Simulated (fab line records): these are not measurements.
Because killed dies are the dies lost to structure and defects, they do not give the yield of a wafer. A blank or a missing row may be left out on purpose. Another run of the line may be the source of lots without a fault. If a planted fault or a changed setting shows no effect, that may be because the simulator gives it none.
fab line records ; flow gf180mcu
[record] lots = 5; wafers = 15; last_day = 33
route steps=602 shown V1@335
lots with no fault: from the same line, run without faults
start_h: start of the lot's first displayed wafer, in hours after the record's first day ; wait_h: hours elapsed since this lot's preceding step ; " repeats the value in the row above ; L1.1+2: one row covering several wafers at once ; - value missing, or start not given ; * or withheld: withheld ; < > ~ a bound
route shown NAME@n: a module of which the file shows steps, and the number in the route of the first ; usual: average and standard deviation across the fault-free wafers ; same: alike in all rows ; chamber/n: place in a boat ; sites: the reading at each site ; _std_site: standard deviation of those values ; _edge_site: inner sites' mean taken away from outer sites' mean ; radius_mm: for every site, how far away it sits from the centre of the wafer ; mask NAME#n: copy n ; behind: the most recent tool/chamber to have shaped the wafer ; hold: what put the lot on hold/how long, in hours/how the hold closed ; device: transistor that didn't switch, given as n, p or np ; end of line: the route-end tests of the same wafers ; where a step has no rows: the recipe by itself ; killed: dies lost to structure and defects at the first sort, not the wafer's yield ; map: the dies of a wafer, with x for killed, . for not killed, _ for no die there
set.NAME: the setting the step ran with; set.NAME@STEP: the setting that earlier step ran with ; model.NAME: the simulator's own value behind a step, which no gauge read
a table for each step, a row for each wafer; lots at some steps of the route
services: from which hour (start_h, from the record's first day; less than 0 if before it) a tool's chamber was out of use, for how many hours, and why
[[steps]]
[step GF_V1_CVD_00]
[recipe] material = SiO2; target_thk_nm = 600; sigma_open_frac = 0.3; temp_c = 400; time_s = 100; sih4_flow_sccm = 60; pressure_mtorr = 6
[step GF_V1_THK_MEAS_01]
[recipe] reads = SiO2_of_V1_CVD_00
[usual] V1_CVD_00_THK = 601/5.8
lot.wafer;tool;chamber;start_h;wait_h;V1_CVD_00_THK[nm]
L808.3;film_metro-02;-;419.93;0.1;614
L808.4;film_metro-02;-;419.93;0.1;600
L808.5;film_metro-02;-;419.93;0.1;605
L812.3;film_metro-04;-;452.32;0.1;599
L812.5;film_metro-04;-;452.32;0.1;597
L812.6;film_metro-04;-;452.32;0.1;590
L817.1;film_metro-02;-;489.20;0.0;599
L817.3;film_metro-02;-;489.20;0.0;610
L817.4;film_metro-02;-;489.20;0.0;599
L819.1;film_metro-02;-;503.95;0.0;598
L819.2;film_metro-02;-;503.95;0.0;599
L819.6;film_metro-02;-;503.95;0.0;593
L824.1;film_metro-03;-;540.64;0.1;599
L824.3;film_metro-03;-;540.64;0.1;609
L824.4;film_metro-03;-;540.64;0.1;605
[step GF_V1_CVD_02]
[recipe] material = SiO2; target_thk_nm = 850; precursor = TEOS; temp_c = 400; time_s = 94.851; rf_w = 600
[usual] heater_power_w = 704/140; rf_fwd_power_W = 596.0/2.3
lot.wafer;tool;chamber;start_h;wait_h;heater_power_w;rf_fwd_power_W
L808.3;pecvd-01;2;419.97;0.0;898;599.6
L808.4;pecvd-01;2;419.97;0.0;929;598.8
L808.5;pecvd-01;0;419.97;0.0;644;593.9
L812.3;pecvd-04;2;452.36;0.0;709;595.1
L812.5;pecvd-04;2;452.36;0.0;717;593.3
L812.6;pecvd-04;0;452.36;0.0;633;598.1
L817.1;pecvd-04;0;489.26;0.1;645;592.7
L817.3;pecvd-04;1;489.26;0.1;782;593.5
L817.4;pecvd-04;2;489.26;0.1;554;595.2
L819.1;pecvd-02;2;504.01;0.1;595;596.9
L819.2;pecvd-02;1;504.01;0.1;934;595.1
L819.6;pecvd-02;1;504.01;0.1;1003;595.1
L824.1;pecvd-04;1;540.70;0.1;668;595.9
L824.3;pecvd-04;0;540.70;0.1;575;596.9
L824.4;pecvd-04;2;540.70;0.1;575;596.0
[step GF_V1_THK_MEAS_03]
[recipe] reads = SiO2_of_V1_CVD_02
[usual] V1_CVD_02_THK = 853/11
lot.wafer;tool;chamber;start_h;wait_h;V1_CVD_02_THK[nm]
L808.3;film_metro-02;-;420.14;0.1;855
L808.4;film_metro-02;-;420.14;0.1;866
L808.5;film_metro-02;-;420.14;0.1;862
L812.3;film_metro-02;-;452.44;0.1;851
L812.5;film_metro-02;-;452.44;0.1;861
L812.6;film_metro-02;-;452.44;0.1;873
L817.1;film_metro-04;-;489.32;0.0;847
L817.3;film_metro-04;-;489.32;0.0;852
L817.4;film_metro-04;-;489.32;0.0;854
L819.1;film_metro-02;-;504.08;0.0;829
L819.2;film_metro-02;-;504.08;0.0;843
L819.6;film_metro-02;-;504.08;0.0;862
L824.1;film_metro-04;-;540.77;0.0;853
L824.3;film_metro-04;-;540.77;0.0;850
L824.4;film_metro-04;-;540.77;0.0;869
[step GF_V1_CMP_04]
[recipe] material = SiO2; down_force_psi = 4; platen_rpm = 60; pad_velocity_m_s = 0.94248
[usual] motor_current_A = 12.5/0.85; time_to_endpoint_s = 84/5.2
lot.wafer;tool;chamber;start_h;wait_h;motor_current_A;time_to_endpoint_s
L808.4;cmp-02;3;420.18;0.0;12.9;88
L808.3;cmp-02;2;420.18;0.0;13.9;86
L808.5;cmp-02;3;420.18;0.0;13.5;88
L812.3;cmp-02;2;452.53;0.1;13.6;84
L812.6;cmp-02;1;452.53;0.1;12.8;91
L812.5;cmp-02;2;452.53;0.1;14.6;88
L817.1;cmp-01;0;489.38;0.1;11.8;82
L817.3;cmp-01;1;489.38;0.1;12.6;88
L817.4;cmp-01;3;489.38;0.1;11.6;77
L819.1;cmp-02;0;504.14;0.1;12.2;79
L819.2;cmp-02;2;504.14;0.1;14.3;87
L819.6;cmp-02;1;504.14;0.1;12.8;93
L824.4;cmp-02;1;540.88;0.1;13.0;92
L824.1;cmp-02;2;540.88;0.1;13.1;85
L824.3;cmp-02;3;540.88;0.1;14.1;84
[step GF_V1_BOW_MEAS_05]
[recipe] mode = bow
[usual] V1_BOW = 80/7.2
lot.wafer;tool;chamber;start_h;wait_h;V1_BOW[um]
L808.3;film_metro-03;-;420.52;0.1;79
L808.4;film_metro-03;-;420.52;0.1;92
L808.5;film_metro-03;-;420.52;0.1;95
L812.3;film_metro-03;-;452.82;0.2;87
L812.5;film_metro-03;-;452.82;0.2;88
L812.6;film_metro-03;-;452.82;0.2;87
L817.1;film_metro-04;-;489.68;0.2;81
L817.3;film_metro-04;-;489.68;0.2;82
L817.4;film_metro-04;-;489.68;0.2;78
L819.1;film_metro-02;-;504.44;0.2;82
L819.2;film_metro-02;-;504.44;0.2;86
L819.6;film_metro-02;-;504.44;0.2;81
L824.1;film_metro-03;-;541.13;0.1;75
L824.3;film_metro-03;-;541.13;0.1;81
L824.4;film_metro-03;-;541.13;0.1;79
[step GF_V1_DEHYDRATE_06]
[recipe] temp_c = 200; time_s = 60
[step GF_V1_HMDS_07]
[recipe] prime_time_s = 60; prime_temp_c = 120
[step GF_V1_COAT_08]
[recipe] resist = BARC; temp_c = withheld; time_s = withheld; spin_rpm = withheld; resist_thk_nm = withheld
[step GF_V1_COAT_09]
[recipe] resist = KrF; spin_rpm = withheld; resist_thk_nm = 1018
[step GF_V1_SOFTBAKE_10]
[recipe] temp_c = 130; time_s = 60; resist = KrF
[step GF_V1_EXPOSE_11]
[recipe] mask_id = Via1; target_cd_nm = 260; na = 0.68; source_shape = conventional; sigma_outer = 0.6; dose_mj = 38
[step GF_V1_PEB_12]
[recipe] peb_temp_c = 135; peb_time_s = 90; resist = KrF
lot.wafer;tool;chamber;start_h;wait_h
L808.3+4+5;litho_track-02;0;444.25;-
L812.3+5+6;litho_track-01;0;475.23;-
L817.1+3+4;litho_track-01;0;512.66;-
L819.1+2+6;litho_track-04;0;526.83;-
L824.1+3+4;litho_track-01;0;562.56;-
[step GF_V1_DEVELOP_13]
[recipe] develop_time_s = 60; resist = KrF; dev_temp_c = 21
[step GF_V1_CD_MEAS_14]
[recipe] target_cd_nm = 260
[usual] cd_nm = 259.9/1.3
lot.wafer;tool;chamber;start_h;wait_h;cd_nm
L808.3;cd_sem-01;-;444.58;0.1;262.7
L808.4;cd_sem-01;-;444.58;0.1;261.9
L808.5;cd_sem-01;-;444.58;0.1;262.1
L812.3;cd_sem-02;-;475.55;0.1;260.2
L812.5;cd_sem-02;-;475.55;0.1;260.1
L812.6;cd_sem-02;-;475.55;0.1;260.0
L817.1;cd_sem-01;-;513.01;0.1;257.7
L817.3;cd_sem-01;-;513.01;0.1;258.1
L817.4;cd_sem-01;-;513.01;0.1;258.2
L819.1;cd_sem-02;-;527.18;0.1;260.8
L819.2;cd_sem-02;-;527.18;0.1;261.0
L819.6;cd_sem-02;-;527.18;0.1;259.0
L824.1;cd_sem-02;-;562.91;0.1;264.0
L824.3;cd_sem-02;-;562.91;0.1;263.4
L824.4;cd_sem-02;-;562.91;0.1;262.8
[step GF_V1_OVL_MEAS_15]
[usual] V1_OVL = 2/4.4
lot.wafer;tool;chamber;start_h;wait_h;V1_OVL[nm]
L808.3;overlay-01;-;444.67;0.1;4
L808.4;overlay-01;-;444.67;0.1;5
L808.5;overlay-01;-;444.67;0.1;3
L812.3;overlay-02;-;475.66;0.1;9
L812.5;overlay-02;-;475.66;0.1;3
L812.6;overlay-02;-;475.66;0.1;5
L817.1;overlay-01;-;513.13;0.1;2
L817.3;overlay-01;-;513.13;0.1;-4
L817.4;overlay-01;-;513.13;0.1;5
L819.1;overlay-01;-;527.30;0.1;-5
L819.2;overlay-01;-;527.30;0.1;7
L819.6;overlay-01;-;527.30;0.1;7
L824.1;overlay-01;-;563.03;0.1;8
L824.3;overlay-01;-;563.03;0.1;3
L824.4;overlay-01;-;563.03;0.1;10
[step GF_V1_ETCH_16]
[recipe] chemistry = N2/H2; target_depth_a = withheld; overetch_a = withheld; time_s = withheld; target = BARC; ion_energy_ev = 200; source_w = 500; bias_w = 100; pressure_mtorr = 30; n2_flow_sccm = 100; h2_flow_sccm = 200
[usual] chamber_pressure_mTorr = 30.002/0.026; drypump_motor_current_A = 5.5/0.44; oes_product_au = 0.855/0.0044; rf_fwd_power_W = 493.9/2.2; throttle_valve_pct = 13.224/0.0087
lot.wafer;tool;chamber;start_h;wait_h;chamber_pressure_mTorr;drypump_motor_current_A;oes_product_au;rf_fwd_power_W;throttle_valve_pct;model.V1.cd_nm
L808.3;rie_diel-04;3;444.69;0.0;29.969;6.4;0.858;496.3;13.214;262.1
L808.4;rie_diel-04;0;444.69;0.0;29.967;6.1;0.860;495.2;13.225;262.1
L808.5;rie_diel-04;1;444.69;0.0;29.991;6.0;0.850;499.9;13.221;261.3
L812.3;rie_diel-01;2;475.68;0.0;30.011;5.2;0.849;493.8;13.256;261.2
L812.5;rie_diel-01;2;475.68;0.0;30.045;5.2;0.852;491.2;13.220;261
L812.6;rie_diel-01;1;475.68;0.0;30.017;5.6;0.853;493.8;13.230;260.4
L817.1;rie_diel-01;0;513.17;0.0;29.979;6.0;0.852;492.1;13.230;258.3
L817.3;rie_diel-01;1;513.17;0.0;30.022;5.6;0.854;495.1;13.221;259
L817.4;rie_diel-01;3;513.17;0.0;29.996;6.0;0.854;492.9;13.234;257.5
L819.1;rie_diel-02;2;527.33;0.0;29.996;5.8;0.860;490.9;13.227;261.2
L819.2;rie_diel-02;0;527.33;0.0;30.029;4.8;0.859;493.5;13.229;261.2
L819.6;rie_diel-02;2;527.33;0.0;30.036;5.8;0.856;493.2;13.218;259.7
L824.1;rie_diel-01;0;563.07;0.0;29.989;6.0;0.848;495.3;13.224;265.1
L824.3;rie_diel-01;2;563.07;0.0;29.964;5.2;0.851;489.5;13.216;263.2
L824.4;rie_diel-01;1;563.07;0.0;30.058;5.6;0.850;496.4;13.233;263
[step GF_V1_ETCH_17]
[recipe] chemistry = C4F8/O2/Ar; mask_material = KrF; target = SiO2; stop_on = TiN; source_w = 1500; bias_w = 1200; pressure_mtorr = 40; c4f8_flow_sccm = withheld; O2_flow_sccm = 6; Ar_flow_sccm = 300; time_s = withheld; target_depth_a = 6300
[usual] chamber_pressure_mTorr = 40.00/0.038; oes_product_au = 0.857/0.0044; rf_fwd_power_W = 1491/4.8
lot.wafer;tool;chamber;start_h;wait_h;chamber_pressure_mTorr;oes_product_au;rf_fwd_power_W;model.V1.cd_nm
L808.3;rie_diel-04;3;-;-;40.03;0.852;1494;261.6
L808.4;rie_diel-04;0;-;-;40.00;0.855;1495;262.2
L808.5;rie_diel-04;1;-;-;40.01;0.860;1495;261.5
L812.3;rie_diel-01;2;-;-;39.92;0.847;1475;261.6
L812.5;rie_diel-01;2;-;-;39.92;0.862;1483;261.5
L812.6;rie_diel-01;1;-;-;39.97;0.864;1486;259.9
L817.1;rie_diel-01;0;-;-;39.98;0.860;1492;258.2
L817.3;rie_diel-01;1;-;-;39.98;0.856;1489;258.7
L817.4;rie_diel-01;3;-;-;40.00;0.854;1485;256.9
L819.1;rie_diel-02;2;-;-;40.02;0.855;1488;261.3
L819.2;rie_diel-02;0;-;-;39.94;0.861;1484;261.6
L819.6;rie_diel-02;2;-;-;40.00;0.856;1495;260
L824.1;rie_diel-01;0;-;-;39.97;0.863;1482;264.9
L824.3;rie_diel-01;2;-;-;40.02;0.852;1489;262.8
L824.4;rie_diel-01;1;-;-;39.95;0.862;1490;262.4
[step GF_V1_STRIP_18]
[recipe] chemistry = O2/N2; power_w = 1400; pressure_mtorr = 1500; platen_temp_c = 250; o2_flow_sccm = 3000; n2_flow_sccm = 300; overash_fraction = 0.5
[usual] chamber_pressure_mTorr = 1500.0/1.3; drypump_motor_current_A = 6.0/0.45; heater_power_w = 322/29; oes_product_au = 0.600/0.0051
lot.wafer;tool;chamber;start_h;wait_h;chamber_pressure_mTorr;drypump_motor_current_A;heater_power_w;oes_product_au;rf_hours_counter_h
L808.3;plasma_asher-02;1;444.85;-;1501.4;6.3;307;0.595;-
L808.4;plasma_asher-02;0;444.85;-;1501.7;6.3;283;0.606;-
L808.5;plasma_asher-02;0;444.85;-;1499.4;6.3;285;0.607;-
L812.3;plasma_asher-03;1;475.84;-;1499.1;6.5;307;0.607;-
L812.5;plasma_asher-03;1;475.84;-;1501.0;6.6;305;0.596;-
L812.6;plasma_asher-03;0;475.84;-;1500.9;6.1;354;0.600;-
L817.1;plasma_asher-03;1;513.30;-;1499.9;6.6;306;0.605;41
L817.3;plasma_asher-03;1;513.30;-;1499.7;6.6;304;0.597;-
L817.4;plasma_asher-03;0;513.30;-;1500.2;6.1;354;0.600;-
L819.1;plasma_asher-03;1;527.46;-;1499.3;6.6;300;0.593;43
L819.2;plasma_asher-03;0;527.46;-;1501.2;6.1;357;0.600;43
L819.6;plasma_asher-03;1;527.46;-;1499.2;6.6;299;0.598;-
L824.1;plasma_asher-02;1;563.20;-;1501.4;6.3;308;0.597;77
L824.3;plasma_asher-02;0;563.20;-;1503.4;6.2;279;0.590;-
L824.4;plasma_asher-02;1;563.20;-;1501.1;6.3;310;0.606;-
[[services]]
tool;chamber;start_h;hours;kind
rie_diel-01;1;397.33;5.3;repair
cmp-01;-;404.00;4.0;pm
cmp-01;-;408.00;-;consumable_replace:conditioner
cmp-01;-;408.00;-;consumable_replace:pad
pecvd-02;0;409.80;6.4;repair
rie_diel-04;1;411.11;1.2;repair
cmp-01;-;424.46;5.7;pm
rie_diel-01;-;431.01;2.8;pm
pecvd-01;-;434.38;19.4;repair
rie_diel-01;0;437.97;9.4;repair
pecvd-01;-;465.17;0.8;pm
plasma_asher-02;-;472.66;1.2;repair
rie_diel-04;0;484.59;1.9;repair
pecvd-02;-;484.82;5.5;pm
rie_diel-04;3;491.66;12.7;repair
plasma_asher-02;-;492.10;3.1;pm
cmp-02;-;498.83;1.2;repair
cmp-02;-;500.10;0.4;repair
rie_diel-02;1;509.16;6.1;repair
rie_diel-01;2;522.78;9.4;repair
rie_diel-02;-;526.40;0.7;repair
rie_diel-02;1;528.17;13.7;repair
cmp-02;-;545.42;0.8;repair
pecvd-04;-;554.65;1.0;repair
[[key]]
[first_sign] step = GF_V1_CD_MEAS_14; reading = cd_nm; direction = up; sigmas = 2.6; usual = 259.9; struck = 263.4
effect none on later readings
[model_effect] step = GF_V1_ETCH_16; value = V1.cd_nm; without = 260.9; struck = 263.8
[model_effect] step = GF_V1_ETCH_17; value = V1.cd_nm; without = 260.4; struck = 263.4
met_at GF_V1_PEB_12
struck_wafers L824.1,L824.3,L824.4
onset_between 512.66 562.56
also_fits time
[fault] kind = process_parameter_drift; tool = litho_track-01; chamber = -; onset_h = 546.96; steps = GF_V1_PEB_12; channel = peb_time_s; offset = *; shape = step; end_h = 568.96; acts_in = *; stated = *
